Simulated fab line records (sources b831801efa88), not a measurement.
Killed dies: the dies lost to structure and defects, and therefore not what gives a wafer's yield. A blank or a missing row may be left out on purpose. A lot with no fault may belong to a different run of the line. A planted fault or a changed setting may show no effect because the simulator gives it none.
What tool caused it? -- flow gf180mcu -- 12 lots, 36 wafers sampled, at 2 steps of a route of 602

== WHAT EACH GAUGE READ, for each wafer ==
GF_V3_CD_MEAS_14: the cd target is 260 nm.
lot,measured,on,cdNm (nm)
L075,day 22 15:20,cdSem-01,259.6 260.2 260.2
L077,day 23 04:20,cdSem-01,259.8 260.1 259.2
L079,day 24 01:21,cdSem-01,260.6 263.6 261.4
L081,day 24 21:59,cdSem-01,261.1 259.4 259.5
L083,day 25 12:07,cdSem-02,259.1 259.6 260.4
L085,day 26 08:14,cdSem-01,259.2 258.6 258.9
L087,day 26 22:29,cdSem-02,261.7 262.0 261.8
L089,day 27 15:35,cdSem-02,262.7 261.2 261.9
L091,day 28 13:46,cdSem-02,259.9 260.4 261.0
L093,day 28 21:44,cdSem-02,260.3 259.3 260.2
L095,day 29 04:46,cdSem-02,258.2 257.8 258.1
L097,day 29 20:20,cdSem-01,257.8 258.2 257.6

== TOOL THAT RAN EACH LOT (tool first, then ch and the chambers of the sampled wafers, then the start) ==
lot,GF_V3_CMP_04
L075,"cmp-01 ch 1,2, day 21 15:26"
L077,"cmp-01 ch 0,3, day 22 04:51"
L079,"cmp-01 ch 0,3, day 23 03:00"
L081,"cmp-02 ch 1,2,3, day 24 00:05"
L083,"cmp-01 ch 0,2,3, day 24 14:10"
L085,"cmp-01 ch 1,2, day 25 10:37"
L087,"cmp-02 ch 0,3, day 26 01:43"
L089,"cmp-02 ch 1,2, day 26 19:10"
L091,"cmp-02 ch 0,2,3, day 27 18:55"
L093,"cmp-01 ch 0,2,3, day 28 02:18"
L095,"cmp-01 ch 1,2,3, day 28 09:29"
L097,"cmp-02 ch 0,2,3, day 29 01:37"
- GF_V3_CMP_04: polishes SiO2.

== THE ANSWER, worked out from the rows above alone ==
Rule: usual is defined by the lots themselves. Put in order of their means at a reading, lots are off if they are a third of the lots or fewer, leave a main group of 4 or more, and stand apart from it by a gap of 3 or more times the standard deviation of the main group's means; of several such gaps the widest counts. A main group whose means are all the same, to the digits that the tables above print for the reading, isn't used. A lot without any number at a reading at which 4 lots or more have one is off too. Where the step has rows for the other lots, those lots are counted as sound.
Across all readings shown, no lot is off: no conclusion can be drawn from this.

== WHAT HAD BEEN PUT IN BY THE SIMULATOR ==
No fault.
